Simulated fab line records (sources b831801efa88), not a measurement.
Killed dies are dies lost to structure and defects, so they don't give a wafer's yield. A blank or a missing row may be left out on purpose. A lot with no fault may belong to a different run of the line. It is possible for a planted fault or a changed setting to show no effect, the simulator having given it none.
Matching of chambers | flow sfqLine | SFQ_TRILAYER_L0_VIA_ETCH_VIA_ETCH_016 on rieDiel-01 has 4 sister chambers
The step etches SiO2 in CHF3, stops on MoNx KI, target depth 80 nm. 7 wafers are shown with their chamber, then 7 later ones without.

== WAFERS, EACH WITH ITS CHAMBER ==
wafer  | chamber | drypumpMotorCurrentA (A) | chamberPressureMTorr (mTorr)
L293.6 | 2       | 5.1                      | 30.021
L308.2 | 3       | 5.2                      | 29.984
L310.1 | 0       | 5.8                      | 29.993
L310.2 | 1       | 5.0                      | 30.005
L310.6 | 2       | 5.1                      | 30.043
L311.2 | 3       | 5.1                      | 29.990
L311.3 | 1       | 5.1                      | 29.984

== WAFERS WITH NO CHAMBER GIVEN ==
wafer  | drypumpMotorCurrentA (A) | chamberPressureMTorr (mTorr)
L311.6 | 5.1                      | 30.041
L312.1 | 5.1                      | 29.975
L312.2 | 5.1                      | 29.993
L312.3 | 5.8                      | 29.959
L313.4 | 5.1                      | 29.995
L313.5 | 5.8                      | 30.013
L313.6 | 5.1                      | 29.966

== CHAMBER TAKEN BY EACH ==
wafer  | from the rows above     | in truth
L311.6 | 2                       | 2
L312.1 | can't be placed: 3 or 1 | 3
L312.2 | can't be placed: 1 or 3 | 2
L312.3 | 0                       | 0
L313.4 | can't be placed: 1 or 3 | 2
L313.5 | 0                       | 0
L313.6 | can't be placed: 3 or 1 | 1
3 of 7 placed correctly. These rows do not allow placing 4 (true chamber among the candidates in 2). Placed wrongly: 0.
How it was worked out, from the rows above alone: a wafer's distance from a chamber is the root of the sum, over the readings, of the square of ((its reading less the chamber's mean) divided by the reading's scatter). The wafer belongs to the nearest chamber; if the next one is less than 2 further off, it can't be placed. Each chamber's mean is taken over the wafers shown for it. The scatter: the root of (the sum of the squares of (reading less its chamber's mean) over the shown wafers, divided by (wafers less chambers)).
